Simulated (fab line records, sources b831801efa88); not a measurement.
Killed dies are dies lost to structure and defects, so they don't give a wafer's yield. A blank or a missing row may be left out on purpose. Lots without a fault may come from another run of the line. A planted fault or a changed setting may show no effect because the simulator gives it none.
fab line records | flow sky130
record lots=12 wafers=36 last_day=50
route steps=708 shown SONOS_ONO@185 LDD_HVN@271 POLY_CUT@317 SD_P@330
lots that met no fault: from a run of the same line without faults
start_h: hours from the record's first day to the start of the lot's first wafer shown | wait_h: hours since the lot's step before | " the same as in the row above | L1.1+2: a row that stands for several wafers | - no value, or no start given | * or withheld: withheld | < > ~ a bound
route shown NAME@n: a module of which the file shows steps, and the number in the route of the first | usual: mean/standard deviation of fault-free wafers | same: alike in all rows | chamber/n: place in a boat | sites: the reading at each site | _std_site: their standard deviation | _edge_site: outer sites' mean less inner sites' | radius_mm: how far each site lies from the wafer's centre | mask NAME#n: copy n | behind: the tool/chamber that last shaped the wafer | hold: why the lot was held/for how many hours/how that ended | device: the transistor (n, p or np) that didn't switch | end of line: the same wafers' tests at the end of the route | a step without rows: its recipe alone | killed: dies lost to structure and defects at the first sort, not the wafer's yield | map: a wafer's dies, x killed, . not, _ none there
set.NAME: the setting as run; set.NAME@STEP: as run at that earlier step | model.NAME: the simulator's own value behind a step, which no gauge read
steps of the route over a sample of lots; a table a step, a row a wafer
services: from which hour (start_h, from the record's first day; less than 0 if before it) a tool's chamber was out of use, for how many hours, and why
## steps
# step SKY_SONOS_ONO_STRIP_17
# recipe chemistry=O2/N2 power_w=1400 pressure_mtorr=1500 platen_temp_c=withheld o2_flow_sccm=3000 n2_flow_sccm=300 overash_fraction=0.5
# usual drypump_motor_current_A=5.5/0.37 oes_product_au=0.710/0.0047 strip_time_to_endpoint_s=14.09/0.039
# same overash_fraction=0.5
# columns lot.wafer tool chamber start_h wait_h drypump_motor_current_A oes_product_au rf_hours_counter_h strip_time_to_endpoint_s
L463.1 plasma_asher-04 1 300.44 0.0 4.9 0.715 50 14.07
L463.2 " 0 " " 5.4 0.715 50 14.10
L463.3 " 0 " " 5.4 0.710 - 14.08
L465.2 plasma_asher-03 1 308.88 0.0 5.9 0.709 63 14.04
L465.4 " 0 " " 5.5 0.709 - 14.08
L465.5 " 1 " " 5.9 0.704 - 14.11
L464.2 plasma_asher-04 0 309.39 0.0 5.4 0.710 52 14.10
L464.4 " 0 " " 5.4 0.711 - 14.07
L464.6 " 1 " " 4.9 0.713 - 14.09
L466.2 plasma_asher-04 1 323.55 0.0 4.9 0.709 53 14.19
L466.3 " 1 " " 4.9 0.705 - 14.14
L466.4 " 0 " " 5.5 0.708 - 14.11
L467.1 plasma_asher-01 0 335.88 0.0 5.9 0.707 63 14.13
L467.3 " 1 " " 5.4 0.708 - 14.13
L467.4 " 0 " " 6.0 0.709 - 14.11
L472.2 plasma_asher-03 1 376.04 0.0 5.9 0.708 69 14.06
L472.5 " 0 " " 5.5 0.705 - 14.02
L472.6 " 1 " " 5.9 0.720 - 14.04
L473.3 plasma_asher-01 0 379.78 0.0 5.9 0.712 - 14.04
L473.5 " 0 " " 5.9 0.711 - 14.07
L473.6 " 1 " " 5.5 0.700 - 14.07
L478.1 plasma_asher-04 0 422.40 0.0 5.4 0.716 63 14.11
L478.3 " 0 " " 5.4 0.709 - 14.03
L478.4 " 1 " " 4.9 0.714 - 14.07
L479.2 plasma_asher-04 1 428.95 0.0 4.9 0.715 63 14.06
L479.3 " 1 " " 4.9 0.710 - 14.06
L479.4 " 0 " " 5.4 0.709 - 14.00
L480.2 plasma_asher-04 0 438.99 0.0 5.4 0.708 64 14.05
L480.3 " 1 " " 4.9 0.716 - 14.03
L480.5 " 0 " " 5.4 0.708 - 14.07
L482.1 plasma_asher-03 1 458.54 0.0 5.9 0.716 2 14.09
L482.3 " 1 " " 5.9 0.704 - 14.07
L482.5 " 0 " " 5.5 0.716 - 14.07
L481.1 plasma_asher-04 1 459.90 0.0 4.9 0.708 66 14.05
L481.2 " 0 " " 5.4 0.712 66 14.07
L481.4 " 1 " " 4.9 0.710 - 14.07
# step SKY_LDD_HVN_EXPOSE_04
# recipe mask_id=HVNTM na=0.6 source_shape=conventional sigma_outer=0.6 polarization=unpolarized target_cd_nm=700 dose_mj=127
# usual stage_vel_mm_s=500.01/0.28
# columns lot.wafer tool chamber start_h wait_h mask stage_vel_mm_s
L463.1 iline_stepper-02 0 472.21 - HVNTM#0 500.42
L463.2 " 0 " " HVNTM#0 500.11
L463.3 " 0 " " HVNTM#0 500.09
L465.2 iline_stepper-02 0 479.95 - HVNTM#0 500.39
L465.4 " 0 " " HVNTM#0 500.37
L465.5 " 0 " " HVNTM#0 500.56
L464.2 iline_stepper-01 0 484.21 - HVNTM#0 500.12
L464.4 " 0 " " HVNTM#0 500.01
L464.6 " 0 " " HVNTM#0 499.78
L466.2 iline_stepper-02 0 497.76 - HVNTM#0 500.43
L466.3 " 0 " " HVNTM#0 499.93
L466.4 " 0 " " HVNTM#0 500.06
L467.1 iline_stepper-02 0 511.49 - HVNTM#0 499.88
L467.3 " 0 " " HVNTM#0 499.76
L467.4 " 0 " " HVNTM#0 499.40
L472.2 iline_stepper-02 0 553.61 - HVNTM#0 499.81
L472.5 " 0 " " HVNTM#0 500.30
L472.6 " 0 " " HVNTM#0 499.87
L473.3 iline_stepper-02 0 558.08 - HVNTM_R1#0 499.69
L473.5 " 0 " " HVNTM_R1#0 499.39
L473.6 " 0 " " HVNTM_R1#0 499.79
L478.1 iline_stepper-02 0 598.43 - HVNTM#0 500.14
L478.3 " 0 " " HVNTM#0 499.88
L478.4 " 0 " " HVNTM#0 500.25
L479.2 iline_stepper-01 0 605.88 - HVNTM#0 499.93
L479.3 " 0 " " HVNTM#0 499.99
L479.4 " 0 " " HVNTM#0 500.03
L480.2 iline_stepper-01 0 616.00 - HVNTM#0 499.58
L480.3 " 0 " " HVNTM#0 499.78
L480.5 " 0 " " HVNTM#0 500.04
L482.1 iline_stepper-02 0 631.36 - HVNTM#0 500.32
L482.3 " 0 " " HVNTM#0 500.42
L482.5 " 0 " " HVNTM#0 499.85
L481.1 iline_stepper-02 0 633.14 - HVNTM#0 500.01
L481.2 " 0 " " HVNTM#0 499.86
L481.4 " 0 " " HVNTM#0 500.03
# step SKY_POLY_CUT_ETCH_10
# recipe chemistry=N2/H2 target=BARC ion_energy_ev=200 source_w=500 bias_w=100 pressure_mtorr=30 n2_flow_sccm=100 h2_flow_sccm=200 stop_on=SiO2 time_s=45.9 target_depth_a=600
# usual bias_w=100.01/0.26 drypump_motor_current_A=5.7/0.51 oes_product_au=0.854/0.0052 throttle_valve_pct=13.224/0.0093
# columns lot.wafer tool chamber start_h wait_h bias_w drypump_motor_current_A oes_product_au rf_hours_counter_h throttle_valve_pct
L463.1 rie_diel-03 1 579.90 0.0 99.90 6.0 0.845 9 13.224
L463.2 " 0 " " 100.15 5.5 0.856 1 13.218
L463.3 " 2 " " 100.17 6.3 0.853 9 13.234
L465.2 rie_diel-02 1 585.33 0.0 100.03 5.9 0.854 17 13.229
L465.4 " 2 " " 99.91 5.8 0.851 11 13.214
L465.5 " 3 " " 100.03 6.0 0.844 - 13.217
L464.2 rie_diel-02 0 591.08 0.0 99.59 4.8 0.853 2 13.234
L464.4 " 1 " " 100.02 6.0 0.851 17 13.213
L464.6 " 1 " " 99.86 6.0 0.855 - 13.232
L466.2 rie_diel-03 2 604.17 0.0 99.72 6.3 0.856 9 13.222
L466.3 " 1 " " 99.81 6.0 0.852 10 13.226
L466.4 " 3 " " 99.43 4.8 0.860 55 13.222
L467.1 rie_diel-03 1 617.08 0.0 99.62 6.0 0.849 10 13.225
L467.3 " 3 " " 100.10 4.8 0.855 56 13.223
L467.4 " 0 " " 99.96 5.5 0.863 2 13.214
L472.2 rie_diel-03 0 657.53 0.0 99.80 5.5 0.854 3 13.213
L472.5 " 3 " " 99.75 4.8 0.853 - 13.220
L472.6 " 0 " " 100.13 5.5 0.856 - 13.232
L473.3 rie_diel-01 0 659.90 0.0 100.13 6.3 0.847 9 13.224
L473.5 " 3 " " 99.55 5.8 0.856 - 13.228
L473.6 " 0 " " 100.28 6.3 0.857 - 13.229
L478.1 rie_diel-03 2 701.15 0.0 99.87 6.4 0.854 12 13.218
L478.3 " 0 " " 99.64 5.5 0.856 5 13.232
L478.4 " 1 " " 99.89 6.0 0.852 12 13.209
L479.2 rie_diel-03 2 707.27 0.0 100.41 6.3 0.851 12 13.227
L479.3 " 1 " " 100.22 6.0 0.846 12 13.218
L479.4 " 2 " " 100.36 6.3 0.854 - 13.237
L480.2 rie_diel-03 1 720.98 0.0 100.08 6.1 0.856 13 13.213
L480.3 " 2 " " 100.21 6.3 0.860 12 13.226
L480.5 " 0 " " 100.16 5.5 0.863 - 13.221
L482.1 rie_diel-02 1 730.57 0.0 99.93 6.0 0.861 21 13.218
L482.3 " 0 " " 100.17 4.9 0.853 5 13.219
L482.5 " 0 " " 100.15 4.9 0.861 - 13.212
L481.1 rie_diel-01 3 734.63 0.0 99.78 5.9 0.849 8 13.225
L481.2 " 1 " " 100.08 5.4 0.847 40 13.209
L481.4 " 0 " " 100.06 6.3 0.842 11 13.211
# step SKY_SD_P_STRIP_10
# recipe chemistry=O2/N2 power_w=1400 pressure_mtorr=1500 platen_temp_c=withheld o2_flow_sccm=3000 n2_flow_sccm=300 overash_fraction=0.5
# usual drypump_motor_current_A=5.5/0.34 oes_product_au=0.617/0.0045 strip_time_to_endpoint_s=17.49/0.041
# same overash_fraction=0.5
# columns lot.wafer tool chamber start_h wait_h drypump_motor_current_A oes_product_au rf_hours_counter_h strip_time_to_endpoint_s
L463.1 plasma_asher-02 0 609.29 0.1 5.7 0.619 49 17.52
L463.2 " 1 " " 5.6 0.614 49 17.48
L463.3 " 0 " " 5.6 0.619 - 17.52
L465.2 plasma_asher-02 0 614.19 0.1 5.7 0.618 50 17.46
L465.4 " 0 " " 5.7 0.615 - 17.46
L465.5 " 1 " " 5.6 0.613 - 17.45
L464.2 plasma_asher-04 1 620.37 0.1 4.9 0.624 82 17.55
L464.4 " 1 " " 4.9 0.613 - 17.51
L464.6 " 0 " " 5.4 0.617 - 17.55
L466.2 plasma_asher-04 0 633.69 0.1 5.4 0.616 83 17.50
L466.3 " 0 " " 5.4 0.624 - 17.50
L466.4 " 1 " " 4.9 0.622 - 17.53
L467.1 plasma_asher-04 0 646.32 0.1 5.4 0.615 85 17.51
L467.3 " 1 " " 4.9 0.620 - 17.52
L467.4 " 0 " " 5.4 0.620 - 17.51
L472.2 plasma_asher-04 1 685.94 0.1 4.9 0.621 89 17.57
L472.5 " 1 " " 4.9 0.613 - 17.51
L472.6 " 0 " " 5.5 0.619 - 17.54
L473.3 plasma_asher-02 0 688.43 0.1 5.7 0.620 - 17.50
L473.5 " 0 " " 5.7 0.624 - 17.49
L473.6 " 1 " " 5.6 0.620 - 17.49
L478.1 plasma_asher-01 1 728.47 0.1 5.4 0.615 102 17.48
L478.3 " 1 " " 5.4 0.618 - 17.50
L478.4 " 0 " " 5.9 0.622 - 17.41
L479.2 plasma_asher-04 0 735.64 0.1 5.4 0.616 94 17.48
L479.3 " 0 " " 5.5 0.621 - 17.50
L479.4 " 1 " " 4.8 0.616 - 17.53
L480.2 plasma_asher-01 0 749.59 0.1 5.9 0.616 1 17.41
L480.3 " 1 " " 5.5 0.609 - 17.40
L480.5 " 1 " " 5.4 0.616 - 17.44
L482.1 plasma_asher-01 1 758.10 0.1 5.4 0.617 2 17.46
L482.3 " 0 " " 5.9 0.617 - 17.42
L482.5 " 0 " " 5.9 0.610 - 17.48
L481.1 plasma_asher-04 0 762.30 0.1 5.5 0.616 98 17.52
L481.2 " 1 " " 4.9 0.617 98 17.53
L481.4 " 1 " " 4.9 0.625 - 17.55
## services
# columns tool chamber start_h hours kind
plasma_asher-01 - 298.93 6.8 repair
rie_diel-03 1 303.28 8.0 repair
plasma_asher-03 - 313.40 1.9 repair
rie_diel-03 3 329.61 10.3 repair
iline_stepper-02 - 336.42 2.1 pm
plasma_asher-01 - 357.99 0.5 repair
rie_diel-03 2 358.22 12.3 repair
rie_diel-03 3 390.46 1.8 repair
rie_diel-03 0 407.41 1.5 repair
plasma_asher-01 - 415.83 0.4 repair
rie_diel-03 - 426.49 0.3 repair
plasma_asher-01 - 431.53 0.6 repair
iline_stepper-02 - 482.16 1.7 pm
iline_stepper-02 - 485.38 5.1 repair
rie_diel-03 1 532.82 3.6 repair
plasma_asher-04 - 534.79 4.5 repair
iline_stepper-02 - 537.62 0.8 repair
plasma_asher-04 - 624.06 4.9 repair
rie_diel-03 - 693.34 0.4 repair
iline_stepper-02 - 700.27 1.7 pm
plasma_asher-01 - 701.64 20.0 pm
plasma_asher-04 - 731.74 2.8 pm
plasma_asher-01 - 733.75 9.0 pm
plasma_asher-01 - 736.25 8.4 repair
## key
first_sign step=SKY_LDD_HVN_EXPOSE_04 reading=mask direction=changed
effect none on later readings
met_at SKY_LDD_HVN_EXPOSE_04
struck_lots L473
tester_left_out L473
not_acting_at SKY_SONOS_ONO_STRIP_17,SKY_POLY_CUT_ETCH_10,SKY_SD_P_STRIP_10
onset_between 553.61 558.08
fault kind=wrong_mask tool=any chamber=- onset_h=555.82 steps=SKY_LDD_HVN_EXPOSE_04 aux_copy=HVNTM_R1#0 cd_offset_nm=105 scope=struck_lots_only
# tester_left_out: of these lots the tester's yield and bins aren't shown, on N5 and GAA mostly nor the transistor test; their killed dies are dies lost to structure and defects alone, not to doping, threshold or leakage, so they don't give the yield
